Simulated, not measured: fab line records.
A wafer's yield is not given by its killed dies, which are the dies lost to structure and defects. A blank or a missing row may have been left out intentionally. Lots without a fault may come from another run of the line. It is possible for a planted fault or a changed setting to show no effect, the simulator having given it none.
Chamber matching | flow gf180mcu | 4 sister chambers for GF_V1_CMP_04 on cmp-01
The step polishes SiO2. 16 wafers are shown with their chamber, then 8 later ones without.

== EACH WAFER AND ITS CHAMBER ==
wafer  | chamber | motor_current_A (A) | time_to_endpoint_s (s)
L354.1 | 1       | 11.0                | 75
L354.2 | 2       | 14.0                | 81
L354.5 | 2       | 13.2                | 79
L355.1 | 0       | 12.0                | 78
L355.4 | 2       | 13.1                | 81
L355.6 | 2       | 13.0                | 89
L356.3 | 3       | 12.4                | 69
L356.4 | 1       | 10.9                | 77
L356.5 | 3       | 12.2                | 82
L357.3 | 2       | 12.8                | 81
L357.5 | 2       | 12.9                | 77
L357.6 | 3       | 12.4                | 79
L359.2 | 2       | 13.0                | 81
L359.4 | 1       | 10.4                | 83
L359.5 | 2       | 13.1                | 89
L362.3 | 1       | 10.6                | 80

SIGNATURES (averages over the wafers above)
reading            | chamber 0 | chamber 1 | chamber 2 | chamber 3 | scatter within a chamber
motor_current_A    | 12.000    | 10.725    | 13.137    | 12.333    | 0.318
time_to_endpoint_s | 78.00     | 78.75     | 82.25     | 76.67     | 4.7
Rule: for a wafer and a chamber, the distance is found by dividing, reading by reading, the gap between the wafer's reading and the chamber's mean by the reading's scatter, squaring, summing and taking the root. If the next closest chamber is less than 2 further off than the closest, the wafer can't be placed; otherwise it belongs to the closest. How the scatter is found: for the shown wafers, subtract from each reading the mean of its chamber, square and add these, divide the total by (wafers less chambers), then take the root.

== WAFERS WHOSE CHAMBER IS MISSING ==
wafer  | motor_current_A (A) | time_to_endpoint_s (s)
L362.4 | 12.2                | 85
L362.6 | 12.1                | 89
L367.2 | 13.3                | 80
L367.4 | 11.9                | 83
L367.5 | 13.2                | 83
L376.1 | 10.8                | 71
L376.5 | 10.7                | 82
L376.6 | 13.7                | 87

== EACH ONE'S CHAMBER ==
wafer  | from the rows above          | in truth
L362.4 | can't be placed: 0 or 3 or 2 | 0
L362.6 | can't be placed: 0 or 3 or 2 | 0
L367.2 | 2                            | 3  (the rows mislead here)
L367.4 | can't be placed: 0 or 3      | 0
L367.5 | 2                            | 2
L376.1 | 1                            | 1
L376.5 | 1                            | 1
L376.6 | 2                            | 2
Correctly placed: 4 of 8. These rows do not allow placing 3 (true chamber among the candidates in 3). Placed wrongly: 1.
